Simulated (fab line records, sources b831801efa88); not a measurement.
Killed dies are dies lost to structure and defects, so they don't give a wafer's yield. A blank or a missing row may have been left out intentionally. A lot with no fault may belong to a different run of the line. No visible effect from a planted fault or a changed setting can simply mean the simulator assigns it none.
fab line records	flow sky130
[record] lots = 6	wafers = 18	lastDay = 50
route steps=708 shown VT_ADJUST_PCH@151 SONOS_TUNNEL@154 PAD_OPEN@708
lots that met no fault: taken from a fault-free run of the same line
startH: start of the lot's first displayed wafer, in hours after the record's first day	waitH: how many hours have passed since the lot's step before this one	" as in the row above	L1.1+2: one row covering several wafers at once	- no value present, or no start provided	* or withheld: withheld	< > ~ a bound
route shown NAME@n: names a module that has steps shown in the file, with the first one's number in the route	usual: the fault-free wafers' mean and standard deviation	same: alike in all rows	chamber/n: place in a boat	sites: the reading at each site	_std_site: standard deviation across them	_edge_site: inner sites' mean taken away from outer sites' mean	radiusMm: for every site, how far away it sits from the centre of the wafer	mask NAME#n: copy n	behind: the tool/chamber that last shaped the wafer	hold: what put the lot on hold/how long, in hours/how the hold closed	device: names the non-switching transistor (n, p or np)	end of line: tests run on the same wafers once the route is complete	for a step that has no rows: nothing shown but its recipe	killed: not the wafer's yield, but the dies lost to structure and defects at the first sort	map: a wafer's dies, x killed, . not, _ none there
set.NAME: the setting as run; set.NAME@STEP: as run at that earlier step	model.NAME: the simulator's own value behind a step, which no gauge read
certain route steps with their lots: each step a table, each wafer a row
services: when a tool's chamber went out of use (startH, in hours from the record's first day, below 0 if earlier), for how many hours, and the reason
[[steps]]
[step SKY_VT_ADJUST_PCH_IMPLANT_08]
[recipe] species = B	energyKev = 10	doseCm2 = 5e+11	tiltDeg = withheld
[step SKY_VT_ADJUST_PCH_STRIP_09]
[recipe] chemistry = O2/N2	powerW = 1400	pressureMtorr = 1500	platenTempC = withheld	o2FlowSccm = 3000	n2FlowSccm = 300	overashFraction = 0.5
[usual] drypumpMotorCurrentA = 5.9/0.53	oesProductAu = 0.723/0.0049	stripTimeToEndpointS = 37.00/0.1
lot.wafer	tool	chamber	startH	waitH	drypumpMotorCurrentA	oesProductAu	rfHoursCounterH	stripTimeToEndpointS
L208.2	plasmaAsher-03	1	237.20	0.1	5.7	0.717	44	36.97
L208.3	"	0	"	"	5.7	0.723	-	36.87
L208.4	"	1	"	"	5.7	0.722	-	36.96
L216.1	plasmaAsher-02	1	293.90	0.1	5.8	0.721	64	37.04
L216.3	"	0	"	"	6.8	0.725	-	36.99
L216.4	"	1	"	"	5.8	0.722	-	37.09
L218.1	plasmaAsher-03	0	304.70	0.1	5.7	0.718	50	37.16
L218.4	"	0	"	"	5.7	0.723	-	37.07
L218.5	"	1	"	"	5.7	0.720	-	37.27
L225.1	plasmaAsher-01	1	363.35	0.1	5.2	0.714	22	37.10
L225.2	"	0	"	"	5.9	0.726	22	37.02
L225.6	"	0	"	"	5.9	0.726	-	37.07
L226.2	plasmaAsher-02	0	369.65	0.1	6.8	0.722	72	37.12
L226.3	"	0	"	"	6.7	0.714	-	37.10
L226.4	"	1	"	"	5.8	0.722	-	37.03
L229.1	plasmaAsher-02	0	396.80	0.1	6.8	0.723	75	36.66
L229.2	"	1	"	"	5.7	0.718	75	36.79
L229.3	"	1	"	"	5.8	0.731	-	36.85
[step SKY_VT_ADJUST_PCH_TW_MEAS_10]
[usual] VT_ADJUST_PCH_TW = 143.0/1
lot.wafer	tool	chamber	startH	waitH	VT_ADJUST_PCH_TW
L208.2	filmMetro-03	-	237.31	0.1	143.1
L208.3	"	-	"	"	143.0
L208.4	"	-	"	"	143.0
L216.1	filmMetro-02	-	294.00	0.1	141.8
L216.3	"	-	"	"	142.5
L216.4	"	-	"	"	142.2
L218.1	filmMetro-01	-	304.80	0.1	143.4
L218.4	"	-	"	"	142.8
L218.5	"	-	"	"	143.3
L225.1	filmMetro-02	-	363.45	0.1	143.0
L225.2	"	-	"	"	143.1
L225.6	"	-	"	"	142.3
L226.2	filmMetro-03	-	369.76	0.1	142.6
L226.3	"	-	"	"	143.2
L226.4	"	-	"	"	144.0
L229.1	filmMetro-02	-	396.90	0.1	142.9
L229.2	"	-	"	"	142.1
L229.3	"	-	"	"	142.7
[step SKY_SONOS_TUNNEL_DEHYDRATE_00]
[recipe] tempC = 200	timeS = 60
[step SKY_SONOS_TUNNEL_HMDS_01]
[recipe] primeTimeS = 60	primeTempC = 120
[step SKY_SONOS_TUNNEL_COAT_02]
[recipe] resist = NOVOLAK	spinRpm = 3000	resistThkNm = 1140
[step SKY_SONOS_TUNNEL_SOFTBAKE_03]
[recipe] tempC = 90	timeS = 60	resist = NOVOLAK
[step SKY_SONOS_TUNNEL_EXPOSE_04]
[recipe] maskId = TUNM	na = 0.6	sourceShape = conventional	sigmaOuter = 0.6	polarization = unpolarized	targetCdNm = 410	doseMj = 136
[step SKY_SONOS_TUNNEL_PEB_05]
[recipe] tempC = withheld	timeS = *	resist = NOVOLAK
[step SKY_SONOS_TUNNEL_DEVELOP_06]
[recipe] resist = NOVOLAK	developer = TMAH	developTimeS = 60	devTempC = 23
[step SKY_SONOS_TUNNEL_CD_MEAS_07]
[recipe] targetCdNm = 410
[usual] cdNm = 410.2/2
lot.wafer	tool	chamber	startH	waitH	cdNm
L208.2	cdSem-02	-	259.34	0.1	412.6
L208.3	"	-	"	"	413.5
L208.4	"	-	"	"	411.3
L216.1	cdSem-02	-	319.62	0.1	410.1
L216.3	"	-	"	"	411.4
L216.4	"	-	"	"	409.9
L218.1	cdSem-01	-	330.82	0.1	412.5
L218.4	"	-	"	"	413.0
L218.5	"	-	"	"	412.1
L225.1	cdSem-02	-	392.29	0.1	409.3
L225.2	"	-	"	"	409.6
L225.6	"	-	"	"	413.8
L226.2	cdSem-02	-	397.58	0.1	412.5
L226.3	"	-	"	"	411.2
L226.4	"	-	"	"	410.8
L229.1	cdSem-02	-	428.04	0.1	411.0
L229.2	"	-	"	"	411.8
L229.3	"	-	"	"	413.4
[step SKY_SONOS_TUNNEL_OVL_MEAS_08]
[usual] SONOS_TUNNEL_OVL = 0.8/1.3
lot.wafer	tool	chamber	startH	waitH	SONOS_TUNNEL_OVL[nm]
L208.2	overlay-02	-	259.44	0.1	2.1
L208.3	"	-	"	"	4.4
L208.4	"	-	"	"	-1.1
L216.1	overlay-01	-	319.74	0.1	2.6
L216.3	"	-	"	"	-0.9
L216.4	"	-	"	"	2.6
L218.1	overlay-01	-	330.94	0.1	1.7
L218.4	"	-	"	"	-1.3
L218.5	"	-	"	"	0.1
L225.1	overlay-02	-	392.41	0.1	-1.0
L225.2	"	-	"	"	-1.6
L225.6	"	-	"	"	-0.8
L226.2	overlay-01	-	397.69	0.1	0.2
L226.3	"	-	"	"	0.5
L226.4	"	-	"	"	2.9
L229.1	overlay-01	-	428.16	0.1	-1.1
L229.2	"	-	"	"	0.2
L229.3	"	-	"	"	1.9
[step SKY_SONOS_TUNNEL_IMPLANT_09]
[recipe] species = B	energyKev = 20	doseCm2 = 1e+12	tiltDeg = withheld
[usual] beamEnergyKeV = 20.000/0.0058
lot.wafer	tool	chamber	startH	waitH	beamEnergyKeV	model.implant.rpNm	model.implant.drpNm
L208.2	implanter-03	0	259.50	0.0	19.990	65.07	28.34
L208.3	"	0	"	"	20.002	65.07	28.34
L208.4	"	0	"	"	19.987	65.07	28.34
L216.1	implanter-03	0	319.77	0.0	20.795	68.56	29.21
L216.3	"	0	"	"	20.793	68.56	29.21
L216.4	"	0	"	"	20.787	68.56	29.21
L218.1	implanter-03	0	330.97	0.0	20.801	69.3	29.21
L218.4	"	0	"	"	20.797	69.3	29.21
L218.5	"	0	"	"	20.791	69.3	29.21
L225.1	implanter-02	0	392.45	0.0	19.997	65.54	28.34
L225.2	"	0	"	"	19.998	65.54	28.34
L225.6	"	0	"	"	19.990	65.54	28.34
L226.2	implanter-02	0	397.74	0.0	19.998	64.85	28.34
L226.3	"	0	"	"	20.002	64.85	28.34
L226.4	"	0	"	"	20.007	64.85	28.34
L229.1	implanter-04	0	428.20	0.0	20.003	64.83	28.34
L229.2	"	0	"	"	19.998	64.83	28.34
L229.3	"	0	"	"	20.005	64.83	28.34
[step SKY_SONOS_TUNNEL_WET_ETCH_10]
[recipe] chemistry = dHF	targetDepthNm = 14	target = SiO2	dilution = 100:1	tempC = 25	timeS = 280
[step SKY_PAD_OPEN_PROBE_99]
[usual] killed_at_M0_to_M3 = 44/6.5	killed_at_M4_up = 2.9/1.7	killedAtContacts = 24/5.7	killedAtFrontEnd = 16/4.4	killedAtOther = 0.2/0.48	killedDies = 87/9.6	killedOpen = 48/6.7	killedShort = 38/6.2
[same] grossDies = 492	killedAtBackSide = 0
lot.wafer	tool	chamber	startH	waitH	killed_at_M0_to_M3	killed_at_M4_up	killedAtContacts	killedAtFrontEnd	killedAtOther	killedDies	killedOpen	killedShort
L208.2	prober-01	-	1085.84	0.1	42	1	19	18	0	80	40	39
L208.3	prober-01	-	1085.89	0.2	49	1	32	17	0	99	59	39
L208.4	prober-01	-	1085.94	0.2	49	0	14	16	0	79	48	30
L216.1	prober-01	-	1132.39	0.1	32	1	36	13	0	82	46	36
L216.3	prober-01	-	1132.49	0.2	46	3	27	16	0	92	47	45
L216.4	prober-01	-	1132.54	0.2	53	6	29	17	0	105	66	39
L226.2	prober-01	-	1182.34	0.1	46	4	20	22	0	92	47	45
L226.3	prober-01	-	1182.39	0.2	48	7	20	16	0	91	50	41
L226.4	prober-01	-	1182.44	0.2	34	4	19	16	0	73	40	33
// killed by level:class
L208.2 VIA1:geometricParticle:open=13 FIELD_ISO:geometricParticle:short=7 VIA2:geometricParticle:open=6 POLY_GATE:geometricParticle:open=5 CONTACT:geometricParticle:open=5 CONTACT:geometricParticle:short=5 METAL2:geometricParticle:short=5 VIA3:geometricParticle:open=4
L208.3 CONTACT:geometricParticle:open=15 VIA3:geometricParticle:open=13 VIA1:geometricParticle:open=10 METAL1:geometricParticle:short=6 METAL2:geometricParticle:short=6 POLY_GATE:geometricParticle:open=5 LOCAL_INTERCONNECT:geometricParticle:short=5 LI_CONTACT:geometricParticle:open=5
L208.4 VIA2:geometricParticle:open=11 VIA3:geometricParticle:open=10 VIA1:geometricParticle:open=9 FIELD_ISO:geometricParticle:short=6 METAL2:geometricParticle:short=5 CONTACT:geometricParticle:open=5 LI_CONTACT:geometricParticle:open=4 FIELD_ISO:geometricParticle:open=3
L216.1 CONTACT:geometricParticle:open=14 LI_CONTACT:geometricParticle:open=9 VIA1:geometricParticle:open=8 CONTACT:geometricParticle:short=6 METAL1:geometricParticle:short=5 FIELD_ISO:geometricParticle:short=4 VIA1:geometricParticle:short=4 VIA3:geometricParticle:open=4
L216.3 LI_CONTACT:geometricParticle:open=8 CONTACT:geometricParticle:open=7 VIA3:geometricParticle:open=7 VIA3:geometricParticle:short=7 LOCAL_INTERCONNECT:geometricParticle:short=6 METAL1:geometricParticle:short=6 VIA1:geometricParticle:short=6 VIA2:geometricParticle:open=6
L216.4 VIA1:geometricParticle:open=12 VIA3:geometricParticle:open=11 VIA2:geometricParticle:open=11 LI_CONTACT:geometricParticle:open=10 CONTACT:geometricParticle:open=9 METAL1:geometricParticle:short=6 METAL2:geometricParticle:short=6 METAL4:geometricParticle:short=5
L226.2 METAL2:geometricParticle:short=7 METAL1:geometricParticle:short=7 VIA1:geometricParticle:open=7 CONTACT:geometricParticle:open=6 VIA3:geometricParticle:open=6 VIA2:geometricParticle:open=5 POLY_GATE:geometricParticle:short=5 LOCAL_INTERCONNECT:geometricParticle:short=5
L226.3 VIA1:geometricParticle:open=16 LI_CONTACT:geometricParticle:open=6 VIA2:geometricParticle:open=6 METAL4:geometricParticle:short=6 METAL2:geometricParticle:short=5 CONTACT:geometricParticle:open=5 METAL3:geometricParticle:short=5 POLY_GATE:geometricParticle:open=4
L226.4 LI_CONTACT:geometricParticle:open=8 VIA2:geometricParticle:open=7 METAL2:geometricParticle:short=6 VIA3:geometricParticle:open=6 POLY_GATE:geometricParticle:short=5 CONTACT:geometricParticle:open=5 VIA1:geometricParticle:open=5 FIELD_ISO:geometricParticle:open=3
[[services]]
tool	chamber	startH	hours	kind
implanter-03	-	263.49	1.4	repair
implanter-04	-	327.19	5.4	pm
implanter-03	-	350.49	1.6	repair
implanter-02	-	357.79	2.5	repair
plasmaAsher-03	-	360.61	0.7	repair
plasmaAsher-02	-	400.01	0.5	repair
plasmaAsher-02	-	407.01	7.8	repair
implanter-04	-	409.11	0.7	repair
plasmaAsher-02	-	415.18	1.6	repair
plasmaAsher-02	-	421.25	9.0	pm
plasmaAsher-02	0	421.25	9.0	ventCycle
plasmaAsher-02	1	421.25	9.0	ventCycle
implanter-02	-	426.87	1.9	repair
[[key]]
[firstSign] step = SKY_SONOS_TUNNEL_IMPLANT_09	reading = beamEnergyKeV	direction = up	sigmas = 99+	usual = *	struck = *
effect none on later readings
[modelEffect] step = SKY_SONOS_TUNNEL_IMPLANT_09	value = implant.rpNm	without = 66.33	struck = 68.93
metAt SKY_SONOS_TUNNEL_IMPLANT_09
struckWafers L216.1,L216.3,L216.4,L218.1,L218.4,L218.5
testerLeftOut L216,L218
onsetBetween 259.50 319.77
[fault] kind = processParameterDrift	tool = implanter-03	chamber = -	onsetH = 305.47	steps = SKY_SONOS_TUNNEL_IMPLANT_09	channel = energyKev	offset = *	shape = step	endH = 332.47	actsIn = *	stated = *
// testerLeftOut: of these lots the tester's yield and bins aren't shown, on N5 and GAA mostly nor the transistor test; their killed dies are dies lost to structure and defects alone, not to doping, threshold or leakage, so they don't give the yield
